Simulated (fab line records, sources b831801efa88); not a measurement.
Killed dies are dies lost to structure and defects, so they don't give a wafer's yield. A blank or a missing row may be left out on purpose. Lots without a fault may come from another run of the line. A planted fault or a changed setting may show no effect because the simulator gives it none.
Chamber matching | flow sky130 | SKY_FIELD_ISO_ETCH_17 on rie_si-01: 4 sister chambers
The step etches Si in HBr/Cl2/O2, target depth 342 nm, time 97.7 s. 4 wafers are shown with their chamber, then 12 later ones without.

WAFERS WITH THEIR CHAMBER
wafer  | chamber | drypump_motor_current_A (A)
L090.5 | 1       | 4.9
L093.2 | 0       | 5.2
L093.4 | 3       | 6.2
L093.6 | 2       | 4.7

WAFERS WITHOUT THEIR CHAMBER
wafer  | drypump_motor_current_A (A)
L094.2 | 4.8
L094.5 | 4.9
L094.6 | 6.2
L095.1 | 6.2
L095.4 | 6.2
L095.5 | 4.9
L096.3 | 6.2
L096.4 | 4.9
L096.6 | 4.7
L097.1 | 4.7
L097.4 | 6.2
L097.5 | 4.7

WHICH CHAMBER EACH WENT THROUGH
wafer  | from the rows above     | in truth
L094.2 | can't be placed: 2 or 1 | 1
L094.5 | 1                       | 1
L094.6 | 3                       | 3
L095.1 | 3                       | 3
L095.4 | 3                       | 3
L095.5 | 1                       | 1
L096.3 | 3                       | 3
L096.4 | 1                       | 1
L096.6 | 2                       | 2
L097.1 | 2                       | 2
L097.4 | 3                       | 3
L097.5 | 2                       | 2
Placed correctly: 11 of 12. Can't be placed from these rows: 1 (the true chamber is among the candidates in 1). Placed wrongly: 0.
How it was worked out, from the rows above alone: a wafer's distance from a chamber is the root of the sum, over the readings, of the square of ((its reading less the chamber's mean) divided by the reading's scatter). The wafer belongs to the nearest chamber; if the next one is less than 2 further off, it can't be placed. A chamber's mean is the mean of its shown wafers. The scatter: with one shown wafer a chamber, the root of the mean of the squares of how far each hidden wafer lies from its nearest shown one.
